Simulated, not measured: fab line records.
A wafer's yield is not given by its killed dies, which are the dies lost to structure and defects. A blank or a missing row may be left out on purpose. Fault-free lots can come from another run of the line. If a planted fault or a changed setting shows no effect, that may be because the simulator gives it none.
One fault through the eyes of 2 desks :: flow gf180mcu :: what lay behind the numbers comes last; until then each desk has only its own

## THE TOOL OWNER'S DESK: pvd_sputter-04
The tool's own readings at GF_M2_SPUTTER_00 (material Ti, target thk 37.5 nm, time 150 s): means of the sampled wafers that have a number, for each lot that ran on this tool. Any lot whose mean is over 4 standard deviations away from the usual mean is out of limits and marked OUT; that distance is given in the brackets.
Columns: A = substrate_temp_c at GF_M2_SPUTTER_00, usual 199.98 C; B = throttle_valve_pct at GF_M2_SPUTTER_00, usual 29.9 %
lot: L957
first seen here: day 22 05:03
A: 199.98
B: 28.3

lot: L961
first seen here: day 23 13:02
A: 200.05
B: 29.0

lot: L963
first seen here: day 24 05:07
A: 199.95
B: 28.4

lot: L964
first seen here: day 24 10:00
A: 199.90
B: 28.7
Result from this desk: across the 4 lots, nothing is out of limits.

## THE METROLOGY DESK
What the gauges read, lot by lot, whatever tool the lot ran on: means of the sampled wafers that have a number. Any lot whose mean is over 4 standard deviations away from the usual mean is out of limits and marked OUT; that distance is given in the brackets.
Columns: A = V1_OVL at GF_V1_OVL_MEAS_15, usual 1 nm; B = V1_W_RS at GF_V1_RS_MEAS_24, usual 0.331 ohm/sq; C = V1_W_THK at GF_V1_THK_MEAS_25, usual 349 nm
lot: L952
first seen here: day 20 04:34
A: 5
B: 0.337
C: 341

lot: L954
first seen here: day 21 02:25
A: 1
B: 0.328
C: 352

lot: L957
first seen here: day 22 03:40
A: -4
B: 0.329
C: 349

lot: L961
first seen here: day 23 11:38
A: 8
B: 0.334
C: 343

lot: L963
first seen here: day 24 03:43
A: 8
B: 0.330
C: 353

lot: L964
first seen here: day 24 08:37
A: -2
B: 0.333
C: 349
Result from this desk: across the 6 lots, nothing is out of limits.

## TAKEN TOGETHER
Nothing out of limits was seen by the tool owner's desk.
At the metrology desk, nothing out of limits was observed.

## WHAT THE SIMULATOR PUT IN
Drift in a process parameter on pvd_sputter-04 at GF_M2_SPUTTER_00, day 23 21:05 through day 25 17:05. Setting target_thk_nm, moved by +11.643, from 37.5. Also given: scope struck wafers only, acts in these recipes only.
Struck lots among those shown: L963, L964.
